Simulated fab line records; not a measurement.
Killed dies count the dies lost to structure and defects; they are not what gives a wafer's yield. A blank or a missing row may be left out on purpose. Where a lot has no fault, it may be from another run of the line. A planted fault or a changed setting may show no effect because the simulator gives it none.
Problem report, 8D (eight disciplines) form, completed by code ; flow gf180mcu ; the parts of the form that need people (team, actions taken, sign-off) are left out

## 1. WHAT WENT WRONG
At GF_STI_SOFTBAKE_08, heater power total W averages 92.37 W over 6 wafers from 2 lots, while fault-free wafers read 93.06 W, standard deviation 0.064. That puts it -11 standard deviations away from the usual mean.
The step: time 60 s.
First observed at day 5 09:55: wafer L572.3, on litho track-02. The record has a number at this step for 36 wafers belonging to 12 lots. The rule behind "out" and "out of limits": a value lying over 4 standard deviations away from the usual mean. The rest of the wafers with a number are treated as sound.

## 2. WHAT THIS IS AND IS NOT
question;is;is not
which readings at this step;heater power total W, plate temp C;chill plate temp C
which lots;L572, L577;L556, L558, L563, L564, L565, L567, L571, L573, L576, L578
which wafers of those lots;all that have a number;-
read on which tools;litho track-02;litho track-03, litho track-04
when;from day 5 09:55;"up to then (21 sound wafers); but 9 sound wafers of L573, L576, L578 came after"

## 3. WHAT RULES OUT EACH SUSPECT
Counting: a tool at a process step up to the reading stays a suspect if it ran every lot that is out and no sound lot after the first of them.
- litho track-02 at GF_STI_SOFTBAKE_08 (time 60 s): kept. Every lot that is out went through it, starting with L572 (day 5 09:55), and after that it ran no sound lot; the last sound lot it ran before then is L571 (day 5 04:14). Its own heater power total W, plate temp C readings are out on those wafers.
Remaining after the count: litho track-02 at GF_STI_SOFTBAKE_08.

## 4. THE CAUSE (what the simulator had put in)
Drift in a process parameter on litho track-02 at GF_STI_SOFTBAKE_08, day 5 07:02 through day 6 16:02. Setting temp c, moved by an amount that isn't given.
After counting, this tool was the only one left.

## 5. THE EFFECT CHAIN, in route order
Each row: a reading where the mean over the struck wafers with a number is more than 3 standard deviations away from the usual. Only readings whose record carries a usual standard deviation are examined. hours: median over the lots of the time between each lot's start at the first step of this table that gives one and its start at this step. sigmas: the change, counted in usual standard deviations.
hours;step;reading;usual;on struck wafers;change;sigmas
0;GF_STI_SOFTBAKE_08;heater power total W;93.06 W;92.37;-0.69;-11
0;GF_STI_SOFTBAKE_08;plate temp C;130.00 C;129.04;-0.96;-6.8
Its process steps:
- GF_STI_SOFTBAKE_08: time 60 s.

## 6. WHAT WOULD HAVE CAUGHT IT SOONER
The fault began at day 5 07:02; the first out-of-limits reading in this record came at day 5 09:55, 3 hours later.
